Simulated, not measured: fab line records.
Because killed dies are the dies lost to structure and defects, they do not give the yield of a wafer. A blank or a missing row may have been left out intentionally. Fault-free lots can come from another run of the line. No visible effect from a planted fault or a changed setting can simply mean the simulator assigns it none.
What tool caused it? + flow sky130 + Sampling: 13 lots, 39 wafers, 2 of 708 route steps

== WHAT THE GAUGES SHOWED, per wafer ==
SKY_SONOS_ONO_THK_MEAS_05.
| lot  | measured     | on            | SONOS_ONO_CVD_04_THK (nm) |
|------|--------------|---------------|---------------------------|
| L417 | day 12 14:40 | film-metro-02 | 5.60 5.61 5.66            |
| L420 | day 13 11:11 | film-metro-01 | 5.72 5.63 5.59            |
| L421 | day 14 03:18 | film-metro-01 | 5.69 5.59 5.69            |
| L423 | day 14 16:59 | film-metro-02 | 5.47 5.62 5.60            |
| L425 | day 15 02:23 | film-metro-03 | 5.52 5.57 5.55            |
| L426 | day 15 10:26 | film-metro-02 | 5.50 5.52 5.53            |
| L427 | day 15 15:49 | film-metro-02 | 5.52 5.54 5.45            |
| L433 | day 17 06:57 | film-metro-01 | 5.61 5.79 5.61            |
| L435 | day 17 18:52 | film-metro-02 | 5.52 5.61 5.47            |
| L436 | day 18 06:25 | film-metro-02 | 5.75 5.77 5.82            |
| L437 | day 18 09:16 | film-metro-03 | 5.62 5.72 5.67            |
| L439 | day 18 21:15 | film-metro-02 | 5.65 5.63 5.60            |
| L440 | day 19 08:38 | film-metro-01 | 5.73 5.74 5.75            |

SKY_GATE_OXIDE_OVL_MEAS_10.
| lot  | measured     | on         | GATE_OXIDE_OVL (nm) |
|------|--------------|------------|---------------------|
| L417 | day 14 17:38 | overlay-01 | 0.0 2.4 0.2         |
| L420 | day 15 15:23 | overlay-02 | 3.1 4.0 1.3         |
| L421 | day 16 09:56 | overlay-01 | -0.3 2.3 0.1        |
| L423 | day 17 01:55 | overlay-02 | -1.0 -3.0 1.1       |
| L425 | day 17 08:59 | overlay-01 | 1.4 2.2 3.0         |
| L426 | day 17 18:26 | overlay-01 | 2.0 0.2 2.3         |
| L427 | day 17 23:14 | overlay-02 | -0.4 0.5 -0.1       |
| L433 | day 19 21:01 | overlay-01 | 1.3 0.1 2.1         |
| L435 | day 20 09:16 | overlay-02 | 2.3 2.2 2.0         |
| L436 | day 20 21:20 | overlay-02 | 1.2 2.1 -0.5        |
| L437 | day 20 23:54 | overlay-01 | -1.1 -1.4 0.8       |
| L439 | day 21 11:16 | overlay-02 | 0.4 -1.0 -0.2       |
| L440 | day 21 22:00 | overlay-02 | 1.8 2.6 0.8         |

== EACH LOT AND THE TOOL THAT RAN IT (in order: tool; ch and the chambers of the sampled wafers; start) ==
The record holds no process step before these readings.

== WHAT THE TOOLS THEMSELVES READ (means of the sampled wafers that have a number; where no wafer has one, the mark that the record gives instead) ==
The record holds no such reading with a usual standard deviation.

== THE ANSWER, worked out from the rows above alone ==
Rule: the usual values come from the lots themselves. The widest of any qualifying gaps counts: lots, ordered by their means at a reading, are off when they make up no more than a third of the lots, leave a main group of 4 or more, and stand apart from it by 3 or more times the standard deviation of that group's means. Not used: any main group whose means are identical at the precision the tables above print for the reading. Also off: a lot with no number at a reading for which 4 or more lots have one. Any other lot the step has rows for is counted as sound. The gauges are gone through in route order, then the tools' own readings, and for those a lot's mean is taken as printed above. The first step at which some lot is off is used, and at that step the reading that is off furthest; a lot without a number counts as furthest.
No lot is off on any of the readings shown, so nothing can be concluded from this.

== WHAT THE SIMULATOR HAD INSERTED ==
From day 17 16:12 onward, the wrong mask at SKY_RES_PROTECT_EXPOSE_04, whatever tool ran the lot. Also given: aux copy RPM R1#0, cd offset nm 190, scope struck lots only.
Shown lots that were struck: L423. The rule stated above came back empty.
